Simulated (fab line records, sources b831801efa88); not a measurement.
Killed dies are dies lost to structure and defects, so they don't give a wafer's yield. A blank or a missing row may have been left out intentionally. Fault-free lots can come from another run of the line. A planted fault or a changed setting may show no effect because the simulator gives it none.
fab line records / flow sky130
record lots=6 wafers=18 last-day=50
route steps=708 shown RES_XHIGH@336 SD_N@342
lots that met no fault: taken from a fault-free run of the same line
start-h: hours from the record's opening day to when the first of the lot's shown wafers began / wait-h: hours elapsed since this lot's preceding step / " as in the row above / L1.1+2: a row that stands for several wafers / - no value present, or no start provided / * or withheld: withheld / < > ~ a bound
route shown NAME@n: names a module that has steps shown in the file, with the first one's number in the route / usual: mean and standard deviation over wafers with no fault / same: alike in all rows / chamber/n: place in a boat / sites: each site's reading / _std_site: standard deviation of those values / _edge_site: the outer-site mean with the inner-site mean subtracted / radius-mm: how far each site lies from the wafer's centre / mask NAME#n: copy n / behind: the last tool/chamber to shape the wafer / hold: reason for holding the lot/hours on hold/outcome of the hold / device: whichever transistor did not switch (one of n, p or np) / end of line: the same wafers' tests at the end of the route / a step with no rows: only its recipe / killed: the dies lost at the first sort to structure and to defects; this is not the yield of the wafer / map: a wafer's dies, x killed, . not, _ none there
set.NAME: setting as actually run; set.NAME@STEP: the setting as run at that earlier step / model.NAME: the simulator's own value behind a step, which no gauge read
lots at selected steps of the route; one table per step, one row per wafer
services: a tool's chamber out of use, with start hour (start-h, from the record's first day; less than 0 if before it), hours out, and reason
## steps
# step SKY_RES_XHIGH_EXPOSE_04
# recipe mask-id=URPM na=0.6 source-shape=conventional sigma-outer=0.6 polarization=unpolarized target-cd-nm=1270 dose-mj=140
# step SKY_RES_XHIGH_PEB_05
# recipe temp-c=withheld time-s=* resist=NOVOLAK
# step SKY_RES_XHIGH_DEVELOP_06
# recipe resist=NOVOLAK developer=TMAH develop-time-s=60 dev-temp-c=23
# step SKY_RES_XHIGH_IMPLANT_07
# recipe species=BF2 energy-kev=20 dose-cm2=3.6e+14 tilt-deg=0
# step SKY_RES_XHIGH_STRIP_08
# recipe chemistry=O2/N2 power-w=1400 pressure-mtorr=1500 platen-temp-c=withheld o2-flow-sccm=3000 n2-flow-sccm=300 overash-fraction=0.5
# usual drypump-motor-current-A=5.65/0.26 oes-product-au=0.711/0.0052 strip-time-to-endpoint-s=14.27/0.041
lot.wafer=L725.2 tool=plasma-asher-04 chamber=0 start-h=635.78 wait-h=0.1 drypump-motor-current-A=5.78 oes-product-au=0.715 rf-hours-counter-h=20 strip-time-to-endpoint-s=14.27
lot.wafer=L725.5 tool=plasma-asher-04 chamber=0 start-h=635.78 wait-h=0.1 drypump-motor-current-A=5.75 oes-product-au=0.708 rf-hours-counter-h=- strip-time-to-endpoint-s=14.26
lot.wafer=L725.6 tool=plasma-asher-04 chamber=1 start-h=635.78 wait-h=0.1 drypump-motor-current-A=5.71 oes-product-au=0.711 rf-hours-counter-h=- strip-time-to-endpoint-s=14.27
lot.wafer=L731.1 tool=plasma-asher-04 chamber=1 start-h=684.89 wait-h=0.1 drypump-motor-current-A=5.71 oes-product-au=0.711 rf-hours-counter-h=25 strip-time-to-endpoint-s=14.23
lot.wafer=L731.5 tool=plasma-asher-04 chamber=1 start-h=684.89 wait-h=0.1 drypump-motor-current-A=5.71 oes-product-au=0.720 rf-hours-counter-h=- strip-time-to-endpoint-s=14.23
lot.wafer=L731.6 tool=plasma-asher-04 chamber=0 start-h=684.89 wait-h=0.1 drypump-motor-current-A=5.78 oes-product-au=0.710 rf-hours-counter-h=- strip-time-to-endpoint-s=14.17
lot.wafer=L737.1 tool=plasma-asher-03 chamber=0 start-h=761.74 wait-h=0.1 drypump-motor-current-A=5.19 oes-product-au=0.712 rf-hours-counter-h=62 strip-time-to-endpoint-s=14.28
lot.wafer=L737.3 tool=plasma-asher-03 chamber=1 start-h=761.74 wait-h=0.1 drypump-motor-current-A=5.55 oes-product-au=0.713 rf-hours-counter-h=- strip-time-to-endpoint-s=14.35
lot.wafer=L737.4 tool=plasma-asher-03 chamber=0 start-h=761.74 wait-h=0.1 drypump-motor-current-A=5.23 oes-product-au=0.706 rf-hours-counter-h=- strip-time-to-endpoint-s=14.28
lot.wafer=L736.1 tool=plasma-asher-03 chamber=0 start-h=763.13 wait-h=0.1 drypump-motor-current-A=5.21 oes-product-au=0.705 rf-hours-counter-h=62 strip-time-to-endpoint-s=14.31
lot.wafer=L736.2 tool=plasma-asher-03 chamber=1 start-h=763.13 wait-h=0.1 drypump-motor-current-A=5.55 oes-product-au=0.707 rf-hours-counter-h=62 strip-time-to-endpoint-s=14.29
lot.wafer=L736.5 tool=plasma-asher-03 chamber=0 start-h=763.13 wait-h=0.1 drypump-motor-current-A=5.24 oes-product-au=0.698 rf-hours-counter-h=- strip-time-to-endpoint-s=14.28
lot.wafer=L743.2 tool=plasma-asher-03 chamber=0 start-h=804.53 wait-h=0.1 drypump-motor-current-A=5.20 oes-product-au=0.710 rf-hours-counter-h=66 strip-time-to-endpoint-s=14.29
lot.wafer=L743.5 tool=plasma-asher-03 chamber=0 start-h=804.53 wait-h=0.1 drypump-motor-current-A=5.23 oes-product-au=0.715 rf-hours-counter-h=- strip-time-to-endpoint-s=14.24
lot.wafer=L743.6 tool=plasma-asher-03 chamber=1 start-h=804.53 wait-h=0.1 drypump-motor-current-A=5.57 oes-product-au=0.711 rf-hours-counter-h=- strip-time-to-endpoint-s=14.22
lot.wafer=L745.2 tool=plasma-asher-04 chamber=0 start-h=812.48 wait-h=0.1 drypump-motor-current-A=5.77 oes-product-au=0.718 rf-hours-counter-h=37 strip-time-to-endpoint-s=14.26
lot.wafer=L745.4 tool=plasma-asher-04 chamber=1 start-h=812.48 wait-h=0.1 drypump-motor-current-A=5.69 oes-product-au=0.704 rf-hours-counter-h=- strip-time-to-endpoint-s=14.25
lot.wafer=L745.5 tool=plasma-asher-04 chamber=0 start-h=812.48 wait-h=0.1 drypump-motor-current-A=5.78 oes-product-au=0.710 rf-hours-counter-h=- strip-time-to-endpoint-s=14.28
# step SKY_RES_XHIGH_TW_MEAS_09
# usual RES_XHIGH_TW=1629/8.3
lot.wafer=L725.2 tool=film-metro-03 chamber=- start-h=635.89 wait-h=0.1 RES_XHIGH_TW=1626
lot.wafer=L725.5 tool=film-metro-03 chamber=- start-h=635.89 wait-h=0.1 RES_XHIGH_TW=1629
lot.wafer=L725.6 tool=film-metro-03 chamber=- start-h=635.89 wait-h=0.1 RES_XHIGH_TW=1627
lot.wafer=L731.1 tool=film-metro-01 chamber=- start-h=684.99 wait-h=0.1 RES_XHIGH_TW=1627
lot.wafer=L731.5 tool=film-metro-01 chamber=- start-h=684.99 wait-h=0.1 RES_XHIGH_TW=1636
lot.wafer=L731.6 tool=film-metro-01 chamber=- start-h=684.99 wait-h=0.1 RES_XHIGH_TW=1642
lot.wafer=L737.1 tool=film-metro-01 chamber=- start-h=761.84 wait-h=0.1 RES_XHIGH_TW=1629
lot.wafer=L737.3 tool=film-metro-01 chamber=- start-h=761.84 wait-h=0.1 RES_XHIGH_TW=1632
lot.wafer=L737.4 tool=film-metro-01 chamber=- start-h=761.84 wait-h=0.1 RES_XHIGH_TW=1635
lot.wafer=L736.1 tool=film-metro-03 chamber=- start-h=763.23 wait-h=0.1 RES_XHIGH_TW=1630
lot.wafer=L736.2 tool=film-metro-03 chamber=- start-h=763.23 wait-h=0.1 RES_XHIGH_TW=1618
lot.wafer=L736.5 tool=film-metro-03 chamber=- start-h=763.23 wait-h=0.1 RES_XHIGH_TW=1619
lot.wafer=L743.2 tool=film-metro-01 chamber=- start-h=804.64 wait-h=0.1 RES_XHIGH_TW=1634
lot.wafer=L743.5 tool=film-metro-01 chamber=- start-h=804.64 wait-h=0.1 RES_XHIGH_TW=1635
lot.wafer=L743.6 tool=film-metro-01 chamber=- start-h=804.64 wait-h=0.1 RES_XHIGH_TW=1631
lot.wafer=L745.2 tool=film-metro-01 chamber=- start-h=812.59 wait-h=0.1 RES_XHIGH_TW=1637
lot.wafer=L745.4 tool=film-metro-01 chamber=- start-h=812.59 wait-h=0.1 RES_XHIGH_TW=1637
lot.wafer=L745.5 tool=film-metro-01 chamber=- start-h=812.59 wait-h=0.1 RES_XHIGH_TW=1630
# step SKY_SD_N_DEHYDRATE_00
# recipe temp-c=200 time-s=60
# step SKY_SD_N_HMDS_01
# recipe prime-time-s=60 prime-temp-c=120
# step SKY_SD_N_COAT_02
# recipe resist=NOVOLAK spin-rpm=3000 resist-thk-nm=1140
# step SKY_SD_N_SOFTBAKE_03
# recipe temp-c=90 time-s=60 resist=NOVOLAK
# step SKY_SD_N_EXPOSE_04
# recipe mask-id=NSDM na=0.6 source-shape=conventional sigma-outer=0.6 polarization=unpolarized target-cd-nm=380 dose-mj=141
# step SKY_SD_N_PEB_05
# recipe temp-c=withheld time-s=* resist=NOVOLAK
# step SKY_SD_N_DEVELOP_06
# recipe resist=NOVOLAK developer=TMAH develop-time-s=60 dev-temp-c=23
lot.wafer=L725.2+5+6 tool=litho-track-02 chamber=0 start-h=663.95 wait-h=0.1
lot.wafer=L731.1+5+6 tool=litho-track-04 chamber=0 start-h=711.98 wait-h=0.1
lot.wafer=L737.1+3+4 tool=litho-track-04 chamber=0 start-h=788.28 wait-h=0.1
lot.wafer=L736.1+2+5 tool=litho-track-04 chamber=0 start-h=789.53 wait-h=0.1
lot.wafer=L743.2+5+6 tool=litho-track-03 chamber=0 start-h=829.51 wait-h=0.1
lot.wafer=L745.2+4+5 tool=litho-track-02 chamber=0 start-h=837.45 wait-h=0.1
# step SKY_SD_N_CD_MEAS_07
# recipe target-cd-nm=380
# usual cd-nm=380.0/2.3
lot.wafer=L725.2 tool=cd-sem-02 chamber=- start-h=664.09 wait-h=0.1 hold=- cd-nm=378.7
lot.wafer=L725.5 tool=cd-sem-02 chamber=- start-h=664.09 wait-h=0.1 hold=- cd-nm=379.3
lot.wafer=L725.6 tool=cd-sem-02 chamber=- start-h=664.09 wait-h=0.1 hold=- cd-nm=376.6
lot.wafer=L731.1 tool=cd-sem-01 chamber=- start-h=712.20 wait-h=0.2 hold=- cd-nm=382.6
lot.wafer=L731.5 tool=cd-sem-01 chamber=- start-h=712.20 wait-h=0.2 hold=- cd-nm=383.9
lot.wafer=L731.6 tool=cd-sem-01 chamber=- start-h=712.20 wait-h=0.2 hold=- cd-nm=382.0
lot.wafer=L737.1 tool=cd-sem-01 chamber=- start-h=788.43 wait-h=0.1 hold=await-dispo/0.2h/release cd-nm=263.2
lot.wafer=L737.3 tool=cd-sem-01 chamber=- start-h=788.43 wait-h=0.1 hold=await-dispo/0.2h/release cd-nm=262.7
lot.wafer=L737.4 tool=cd-sem-01 chamber=- start-h=788.43 wait-h=0.1 hold=await-dispo/0.2h/release cd-nm=259.5
lot.wafer=L737.1 tool=cd-sem-01 chamber=- start-h=788.72 wait-h=0.3 hold=- cd-nm=263.3
lot.wafer=L737.3 tool=cd-sem-01 chamber=- start-h=788.72 wait-h=0.3 hold=- cd-nm=262.5
lot.wafer=L737.4 tool=cd-sem-01 chamber=- start-h=788.72 wait-h=0.3 hold=- cd-nm=259.3
lot.wafer=L736.1 tool=cd-sem-02 chamber=- start-h=789.68 wait-h=0.1 hold=await-dispo/0.2h/release cd-nm=262.2
lot.wafer=L736.2 tool=cd-sem-02 chamber=- start-h=789.68 wait-h=0.1 hold=await-dispo/0.2h/release cd-nm=261.6
lot.wafer=L736.5 tool=cd-sem-02 chamber=- start-h=789.68 wait-h=0.1 hold=await-dispo/0.2h/release cd-nm=259.5
lot.wafer=L736.1 tool=cd-sem-02 chamber=- start-h=790.10 wait-h=0.4 hold=- cd-nm=262.0
lot.wafer=L736.2 tool=cd-sem-02 chamber=- start-h=790.10 wait-h=0.4 hold=- cd-nm=261.7
lot.wafer=L736.5 tool=cd-sem-02 chamber=- start-h=790.10 wait-h=0.4 hold=- cd-nm=259.6
lot.wafer=L743.2 tool=cd-sem-02 chamber=- start-h=829.65 wait-h=0.1 hold=- cd-nm=378.7
lot.wafer=L743.5 tool=cd-sem-02 chamber=- start-h=829.65 wait-h=0.1 hold=- cd-nm=376.5
lot.wafer=L743.6 tool=cd-sem-02 chamber=- start-h=829.65 wait-h=0.1 hold=- cd-nm=380.5
lot.wafer=L745.2 tool=cd-sem-02 chamber=- start-h=837.59 wait-h=0.1 hold=- cd-nm=381.2
lot.wafer=L745.4 tool=cd-sem-02 chamber=- start-h=837.59 wait-h=0.1 hold=- cd-nm=379.3
lot.wafer=L745.5 tool=cd-sem-02 chamber=- start-h=837.59 wait-h=0.1 hold=- cd-nm=381.2
## services
tool=plasma-asher-03 chamber=- start-h=826.88 hours=6.9 kind=repair
## key
first-sign step=SKY_SD_N_CD_MEAS_07 reading=visit direction=added
effect step=SKY_SD_N_CD_MEAS_07 reading=cd-nm direction=down sigmas=52 usual=380.0 struck=261.5
met-at SKY_SD_N_DEVELOP_06
struck-wafers L736.1,L736.2,L736.5,L737.1,L737.3,L737.4
scrapped-behind SKY_SD_N_CD_MEAS_07 L736.1,L736.2,L736.5,L737.1,L737.3,L737.4
onset-between 711.98 788.28
fault kind=process-parameter-drift tool=litho-track-04 chamber=- onset-h=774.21 steps=SKY_SD_N_DEVELOP_06 channel=develop-time-s offset=* shape=step end-h=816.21 acts-in=* stated=*
